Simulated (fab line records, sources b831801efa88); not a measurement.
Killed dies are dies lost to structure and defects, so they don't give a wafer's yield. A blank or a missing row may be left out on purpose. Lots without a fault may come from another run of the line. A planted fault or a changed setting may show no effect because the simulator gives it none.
fab line records | flow sfq_line
record lots=6 wafers=18 last_day=93
route steps=325 shown I2@103
lots that met no fault: from a run of the same line without faults
start_h: hours from the record's first day to the start of the lot's first wafer shown | wait_h: hours since the lot's step before | " the same as in the row above | L1.1+2: a row that stands for several wafers | - no value, or no start given | * or withheld: withheld | < > ~ a bound
route shown NAME@n: a module of which the file shows steps, and the number in the route of the first | usual: mean/standard deviation of fault-free wafers | same: alike in all rows | chamber/n: place in a boat | sites: the reading at each site | _std_site: their standard deviation | _edge_site: outer sites' mean less inner sites' | radius_mm: how far each site lies from the wafer's centre | mask NAME#n: copy n | behind: the tool/chamber that last shaped the wafer | hold: why the lot was held/for how many hours/how that ended | device: the transistor (n, p or np) that didn't switch | end of line: the same wafers' tests at the end of the route | a step without rows: its recipe alone | killed: dies lost to structure and defects at the first sort, not the wafer's yield | map: a wafer's dies, x killed, . not, _ none there
set.NAME: the setting as run; set.NAME@STEP: as run at that earlier step | model.NAME: the simulator's own value behind a step, which no gauge read
lots at some steps of the route; a table a step, a row a wafer
services: from which hour (start_h, from the record's first day; less than 0 if before it) a tool's chamber was out of use, for how many hours, and why
## steps
# step SFQ_TRILAYER_I2_DEP_PECVD_063
# recipe material=SiO2 temp_c=150 time_s=111.11 pressure_torr=2.4 rf_w=183.3 precursor=SiH4/N2O target_thk_nm=500
# usual heater_power_w=89/19 throttle_valve_pct=25.3/0.85
# columns lot.wafer tool chamber start_h wait_h heater_power_w throttle_valve_pct
L480.1 pecvd-03 1 422.71 0.0 99 26.5
L480.3 " 0 " " 114 24.9
L480.4 " 0 " " 115 25.0
L485.1 pecvd-04 2 470.06 0.0 60 24.6
L485.4 " 0 " " 102 23.9
L485.6 " 2 " " 62 24.4
L490.1 pecvd-03 0 531.71 0.0 115 25.1
L490.2 " 1 " " 89 26.1
L490.5 " 2 " " 96 25.4
L491.1 pecvd-03 1 538.92 0.0 99 26.4
L491.2 " 2 " " 99 25.8
L491.3 " 0 " " 123 25.0
L492.3 pecvd-02 1 550.91 0.0 85 25.6
L492.4 " 0 " " 76 23.5
L492.6 " 1 " " 68 25.6
L498.3 pecvd-02 0 608.98 0.0 77 23.7
L498.4 " 2 " " 54 24.1
L498.5 " 1 " " 84 26.0
# step SFQ_TRILAYER_I2_CMP_CMP_064
# recipe material=SiO2 down_force_psi=3 platen_rpm=60 pad_velocity_m_s=0.94248
# usual head_pressure_psi=3.001/0.0068 motor_current_A=10.2/0.9 time_to_endpoint_s=216/8.5
# columns lot.wafer tool chamber start_h wait_h head_pressure_psi motor_current_A time_to_endpoint_s
L480.1 cmp-01 2 426.26 3.5 3.001 10.5 234
L480.3 " 3 " " 2.992 9.4 215
L480.4 " 0 " " 2.998 8.6 229
L485.4 cmp-02 0 478.52 8.4 2.993 10.4 217
L485.1 " 2 479.52 9.4 3.015 8.7 208
L485.6 " 0 480.52 10.4 3.001 9.6 220
L490.1 cmp-02 0 540.81 9.1 3.005 10.3 218
L490.2 " 1 " " 3.004 10.9 211
L490.5 " 3 542.31 10.5 3.006 10.4 218
L491.1 cmp-02 3 546.31 7.4 2.995 10.6 209
L491.3 " 1 547.31 8.4 2.997 10.1 206
L491.2 " 2 " " 3.001 8.9 217
L492.4 cmp-01 0 558.29 7.3 3.009 9.3 211
L492.3 " 1 " " 2.999 11.7 206
L492.6 " 3 559.79 8.8 2.998 9.9 216
L498.3 cmp-01 2 615.62 6.6 3.007 10.0 213
L498.4 " 1 617.12 8.1 3.016 12.0 209
L498.5 " 3 618.12 9.1 2.984 10.2 204
# step SFQ_I2_BOW_MEAS_917
# recipe mode=bow
# usual I2_BOW=1/8.6
# columns lot.wafer tool chamber start_h wait_h I2_BOW[um]
L480.1 film_metro-02 - 429.26 2.5 3
L480.3 " - " " -2
L480.4 " - " " -4
L485.1 film_metro-04 - 481.02 1.0 0
L485.4 " - " " 12
L485.6 " - " " 0
L490.1 film_metro-02 - 543.31 2.0 7
L490.2 " - " " 10
L490.5 " - " " -9
L491.1 film_metro-04 - 549.31 2.5 -5
L491.2 " - " " -15
L491.3 " - " " -3
L492.3 film_metro-02 - 560.83 1.5 -18
L492.4 " - " " -24
L492.6 " - " " -5
L498.3 film_metro-04 - 618.66 2.5 -7
L498.4 " - " " 2
L498.5 " - " " -3
# step SFQ_TRILAYER_I2_METRO_MEASURE_065
# usual thk_nm=200.4/1.2
# columns lot.wafer tool chamber start_h wait_h thk_nm
L480.1 film_metro-02 - 429.38 0.1 203.3
L480.3 " - " " 200.9
L480.4 " - " " 200.2
L485.1 film_metro-04 - 481.14 0.1 200.9
L485.4 " - " " 201.8
L485.6 " - " " 201.5
L490.1 film_metro-02 - 543.43 0.1 200.3
L490.2 " - " " 199.1
L490.5 " - " " 200.1
L491.1 film_metro-04 - 549.43 0.1 199.4
L491.2 " - " " 199.5
L491.3 " - " " 198.8
L492.3 film_metro-02 - 561.31 0.5 199.4
L492.4 " - " " 199.7
L492.6 " - " " 199.3
L498.3 film_metro-04 - 619.14 0.5 201.9
L498.4 " - " " 199.2
L498.5 " - " " 199.5
# step SFQ_TRILAYER_I2_VIA_LITHO_COAT_072
# recipe resist=BARC spin_rpm=3000 resist_thk_nm=62
# step SFQ_TRILAYER_I2_VIA_LITHO_COAT_067
# recipe resist=KrF spin_rpm=3000 resist_thk_nm=650
# step SFQ_TRILAYER_I2_VIA_LITHO_SOFTBAKE_071
# recipe temp_c=withheld time_s=withheld resist=KrF
# step SFQ_TRILAYER_I2_VIA_LITHO_EXPOSE_068
# recipe mask_id=I2 na=0.6 source_shape=conventional sigma_outer=0.65 target_cd_nm=500 dose_mj=21.3
# step SFQ_TRILAYER_I2_VIA_LITHO_PEB_070
# recipe peb_temp_c=115 peb_time_s=60 resist=KrF
# step SFQ_TRILAYER_I2_VIA_LITHO_DEVELOP_069
# recipe time_s=60 resist=KrF
# step SFQ_I2_OVL_MEAS_918
# usual I2_OVL=3/5.5
# columns lot.wafer tool chamber start_h wait_h I2_OVL[nm]
L480.1 overlay-01 - 489.64 0.1 12
L480.3 " - " " 8
L480.4 " - " " 9
L485.1 overlay-01 - 543.40 0.1 5
L485.4 " - " " 11
L485.6 " - " " 10
L490.1 overlay-02 - 618.97 0.1 -2
L490.2 " - " " -4
L490.5 " - " " 2
L491.1 overlay-02 - 623.77 0.1 4
L491.2 " - " " 1
L491.3 " - " " -4
L492.3 overlay-01 - 635.78 0.1 3
L492.4 " - " " 6
L492.6 " - " " 3
L498.3 overlay-02 - 681.71 0.1 -2
L498.4 " - " " -4
L498.5 " - " " -1
# step SFQ_TRILAYER_I2_VIA_BARC_OPEN_VIA_ETCH_096
# recipe mask_material=PR chemistry=O2 target_depth_nm=125 target=BARC source_w=500 bias_w=80 pressure_mtorr=30 time_s=41.7
# usual bias_w=80.00/0.23 chamber_pressure_mTorr=29.998/0.026 drypump_motor_current_A=5.6/0.39 oes_product_au=0.685/0.0046 rf_fwd_power_W=494.7/2.1
# columns lot.wafer tool chamber start_h wait_h bias_w chamber_pressure_mTorr drypump_motor_current_A oes_product_au rf_fwd_power_W rf_hours_counter_h
L480.1 rie_diel-01 2 489.68 0.0 80.04 30.016 5.6 0.678 498.1 1
L480.3 " 1 " " 79.42 29.999 6.1 0.687 490.0 39
L480.4 " 0 " " 80.19 30.052 5.2 0.682 492.1 6
L485.1 rie_diel-04 3 543.43 0.0 79.92 29.998 5.6 0.688 496.6 3
L485.4 " 2 " " 79.85 29.987 6.0 0.691 496.9 58
L485.6 " 2 " " 80.04 30.016 6.0 0.685 497.1 -
L490.1 rie_diel-04 1 619.00 0.0 79.99 30.014 5.2 0.683 495.4 24
L490.2 " 2 " " 80.22 30.042 6.0 0.685 496.5 60
L490.5 " 2 " " 79.73 30.017 6.0 0.693 493.7 -
L491.1 rie_diel-04 3 623.80 0.0 80.14 30.010 5.6 0.687 496.6 4
L491.2 " 1 " " 79.81 29.988 5.2 0.682 496.0 24
L491.3 " 2 " " 79.80 29.989 6.0 0.684 495.6 60
L492.3 rie_diel-02 1 635.80 0.0 80.24 30.024 5.5 0.686 496.6 1
L492.4 " 2 " " 80.07 29.978 6.3 0.682 494.7 60
L492.6 " 2 " " 79.84 30.019 6.3 0.686 494.5 -
L498.3 rie_diel-01 1 681.73 0.0 79.98 30.029 6.1 0.685 492.3 42
L498.4 " 2 " " 80.07 30.032 5.6 0.682 495.3 4
L498.5 " 1 " " 80.00 29.951 6.1 0.679 490.5 -
# step SFQ_TRILAYER_I2_VIA_ETCH_VIA_ETCH_070
# recipe target=SiO2 stop_on=Nb mask_material=PR taper_deg=20 chemistry=CHF3 target_depth_nm=260 source_w=500 bias_w=80 pressure_mtorr=30 time_s=withheld
# usual bias_w=80.05/0.21 chamber_pressure_mTorr=29.999/0.024 drypump_motor_current_A=5.6/0.39 oes_product_au=0.856/0.0048 rf_fwd_power_W=498.1/1.6
# columns lot.wafer tool chamber start_h wait_h bias_w chamber_pressure_mTorr drypump_motor_current_A oes_product_au rf_fwd_power_W model.Nb_of_TRILAYER_M2_DEP_SPUTTER_055.thk_nm
L480.1 rie_diel-01 2 489.72 0.0 79.98 29.990 5.6 0.858 499.8 197.3
L480.3 " 1 " " 80.19 29.994 6.1 0.854 497.6 199.8
L480.4 " 0 " " 80.33 30.026 5.2 0.852 498.4 199.9
L485.1 rie_diel-04 3 543.47 0.0 80.01 29.990 5.6 0.863 500.1 200.1
L485.4 " 2 " " 80.00 30.043 6.0 0.857 496.1 201.3
L485.6 " 2 " " 80.21 30.028 6.0 0.857 497.8 199.2
L490.1 rie_diel-04 1 619.04 0.0 79.98 30.014 5.2 0.859 579.7 197.7
L490.2 " 2 " " 80.37 30.027 6.0 0.855 579.2 195.8
L490.5 " 2 " " 80.02 30.024 6.0 0.861 580.0 198.3
L491.1 rie_diel-04 3 623.84 0.0 79.75 30.025 5.7 0.857 578.6 197.4
L491.2 " 1 " " 80.22 30.031 5.2 0.854 578.6 201.2
L491.3 " 2 " " 79.93 30.022 6.0 0.851 579.6 199.8
L492.3 rie_diel-02 1 635.84 0.0 80.24 30.005 5.5 0.847 496.2 202.1
L492.4 " 2 " " 79.90 29.997 6.3 0.864 497.8 203.3
L492.6 " 2 " " 79.81 30.002 6.2 0.859 497.7 199.5
L498.3 rie_diel-01 1 681.77 0.0 79.91 29.997 6.1 0.864 495.0 199.9
L498.4 " 2 " " 79.89 29.967 5.6 0.854 501.3 197.1
L498.5 " 1 " " 80.09 29.980 6.1 0.856 495.7 194.5
# step SFQ_TRILAYER_I2_VIA_STRIP_STRIP_071
# recipe gas=O2 power_w=200 platen_temp_c=40 overash_fraction=0.65 chemistry=O2 pressure_mtorr=50
# usual chamber_pressure_mTorr=50.00/0.047 drypump_motor_current_A=5.5/0.67 oes_product_au=0.997/0.0077
# columns lot.wafer tool chamber start_h wait_h chamber_pressure_mTorr drypump_motor_current_A oes_product_au rf_hours_counter_h
L480.1 rie_metal-03 1 489.83 - 50.12 5.7 0.999 77
L480.3 " 1 " " 50.02 5.7 1.000 -
L480.4 " 0 " " 49.99 5.9 1.012 -
L485.1 rie_metal-01 1 543.59 - 50.01 6.2 1.002 130
L485.4 " 1 " " 50.03 6.2 0.996 -
L485.6 " 1 " " 50.02 6.2 1.001 -
L490.1 rie_metal-02 0 619.16 - 50.09 4.6 1.000 161
L490.2 " 1 " " 49.95 5.3 0.990 128
L490.5 " 0 " " 49.97 4.6 1.003 -
L491.1 rie_metal-03 0 623.96 - 49.98 5.9 0.990 61
L491.2 " 1 " " 49.91 5.7 0.994 99
L491.3 " 0 " " 49.95 5.9 0.993 -
L492.3 rie_metal-01 1 636.16 - 50.02 6.2 1.001 -
L492.4 " 0 " " 49.89 6.5 0.987 -
L492.6 " 0 " " 49.98 6.6 0.993 -
L498.3 rie_metal-03 0 682.08 - 49.95 5.9 1.011 -
L498.4 " 1 " " 50.03 5.8 1.002 -
L498.5 " 1 " " 50.05 5.8 1.002 -
## services
# columns tool chamber start_h hours kind
cmp-01 - 407.26 4.0 pm
film_metro-04 - 415.46 2.2 repair
film_metro-04 - 434.85 1.4 pm
rie_diel-04 2 435.85 7.3 repair
film_metro-04 - 439.07 0.6 pm
cmp-01 - 441.26 8.9 pm
rie_diel-01 2 464.15 2.4 repair
rie_diel-01 3 473.18 6.8 repair
film_metro-02 - 478.46 0.3 pm
cmp-01 - 480.74 0.4 repair
cmp-02 - 487.02 5.3 pm
film_metro-02 - 493.20 1.7 pm
film_metro-04 - 496.46 0.3 pm
rie_diel-04 1 500.09 4.6 repair
cmp-02 - 501.67 2.2 repair
rie_diel-04 0 502.93 15.7 repair
rie_metal-03 - 507.09 1.4 pm
rie_diel-04 3 512.85 2.9 repair
film_metro-02 - 517.63 0.2 pm
cmp-01 - 534.14 5.4 pm
pecvd-03 2 543.05 9.3 repair
rie_diel-01 1 543.15 19.4 repair
rie_metal-03 - 561.09 14.6 pm
rie_diel-04 0 610.47 5.3 repair
## key
first_sign step=SFQ_TRILAYER_I2_VIA_ETCH_VIA_ETCH_070 reading=rf_fwd_power_W direction=up sigmas=51 usual=498.1 struck=579.3
effect none on later readings
model_effect step=SFQ_TRILAYER_I2_VIA_ETCH_VIA_ETCH_070 value=Nb_of_TRILAYER_M2_DEP_SPUTTER_055.thk_nm without=199.6 struck=198.4
met_at SFQ_TRILAYER_I2_VIA_ETCH_VIA_ETCH_070
struck_wafers L490.1,L490.2,L490.5,L491.1,L491.2,L491.3
onset_between 543.47 619.04
fault kind=process_parameter_drift tool=rie_diel-04 chamber=- onset_h=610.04 steps=SFQ_TRILAYER_I2_VIA_ETCH_VIA_ETCH_070 channel=source_w offset=80 shape=step end_h=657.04 acts_in=these_recipes_only stated=500
